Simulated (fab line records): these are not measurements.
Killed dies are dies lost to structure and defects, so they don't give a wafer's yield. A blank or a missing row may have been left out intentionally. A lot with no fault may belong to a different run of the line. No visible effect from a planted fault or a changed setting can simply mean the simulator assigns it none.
Problem report, 8D (eight disciplines) form, completed by code || flow sky130 || the parts of the form that need people (team, actions taken, sign-off) are left out

## 1. WHAT WENT WRONG
METAL5_ALCU_THK at SKY_METAL5_THK_MEAS_06 reads a mean of 1228 nm on 1 wafer of 1 lot; wafers without a fault read 1143 nm with a standard deviation of 12. That puts it +7.1 standard deviations away from the usual mean.
The step: measures by xrf.
First seen on wafer L525.5, day 48 04:48, on film metro-03. The record holds 30 wafers of 10 lots with a number at this step. The rule behind "out" and "out of limits": a value lying over 4 standard deviations away from the usual mean. Any other wafer with a number is counted as sound.

## 2. WHAT IT IS AND WHAT IT IS NOT
{"question": "which readings at this step", "is": "METAL5_ALCU_THK", "is not": "-"}
{"question": "which lots", "is": "L525", "is not": "L506, L507, L514, L515, L516, L517, L518, L520, L529"}
{"question": "which wafers of those lots", "is": "L525.5", "is not": "L525.2, L525.6"}
{"question": "read on which gauges", "is": "film metro-03", "is not": "film metro-01"}
{"question": "when", "is": "from day 48 04:48", "is not": "up to then (26 sound wafers); but 3 sound wafers of L529 came after"}

## 3. SUSPECTS, AND WHAT RULES EACH OUT
Counting: if a tool at a process step up to the reading ran every lot that is out, it stays a suspect. Sound lots after the first of them don't rule it out here, since some wafers of a struck lot are sound.
- the gauge at SKY_METAL5_THK_MEAS_06: kept. All the wafers that are out were read on film metro-03, and no step on other tools shows them out.
- plasma asher-03 at SKY_LDD_LDN_STRIP_12 (strips in O2/N2): kept. It processed L525, the lot that is out, at day 29 20:11, and its most recent sound lot before then was L516 at day 26 23:27.
- rie metal-04 at SKY_METAL3_METAL_ETCH_18 (etches the open film in Cl2/BCl3, stops on SiO2, target depth 845 nm, time 183.1 s): kept. It processed L525, the lot that is out, at day 44 07:32, and its most recent sound lot before then was L518 at day 42 06:55.
- pvd sputter-01 at SKY_METAL5_SPUTTER_04 (material TiN, target thk 70 nm, time 58.3 s): kept. It processed L525, the lot that is out, at day 48 01:13, and its most recent sound lot before then was L520 at day 46 17:31.
Left after counting: plasma asher-03 at SKY_LDD_LDN_STRIP_12, rie metal-04 at SKY_METAL3_METAL_ETCH_18, pvd sputter-01 at SKY_METAL5_SPUTTER_04, film metro-03 at SKY_METAL5_THK_MEAS_06.

## 4. THE CAUSE (what the simulator had put in)
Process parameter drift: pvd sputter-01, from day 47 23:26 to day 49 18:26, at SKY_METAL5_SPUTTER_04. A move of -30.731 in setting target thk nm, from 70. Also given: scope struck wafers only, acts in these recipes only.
This tool is one of the 4 suspects left after counting.

## 5. SEQUENCE OF EFFECTS, ordered by route
Each row: a reading where the mean over the struck wafers with a number is more than 3 standard deviations away from the usual. Readings are gone through only where the record gives a usual standard deviation; hours: the median, over the lots, of the time from a lot's start at the first step in this table giving one to that lot's start at this step; sigmas: the change measured in usual standard deviations.
{"hours": 0, "step": "SKY_METAL5_THK_MEAS_06", "reading": "METAL5_ALCU_THK", "usual": "1143 nm", "on struck wafers": 1228, "change": "+85", "sigmas": "+7.1"}
At these later measuring or inspecting steps, every struck wafer for which the step has a row has a number for every such reading, and none has moved that far: SKY_PASSIVATION_THK_MEAS_03.

## 6. HOW IT WOULD HAVE BEEN CAUGHT EARLIER
The first out-of-limits reading at a measuring or inspecting step in this record came at day 48 04:48, 5 hours after the fault's start at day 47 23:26.
No tool reading at SKY_METAL5_SPUTTER_04 that has a usual standard deviation in the record was out on any struck wafer, so an alarm limit of 4 standard deviations on those readings would not have fired.
All the lots that are out (1) had begun SKY_METAL5_SPUTTER_04 on pvd sputter-01 by day 48 04:48. Tool hold at that time: it would have spared none of them.
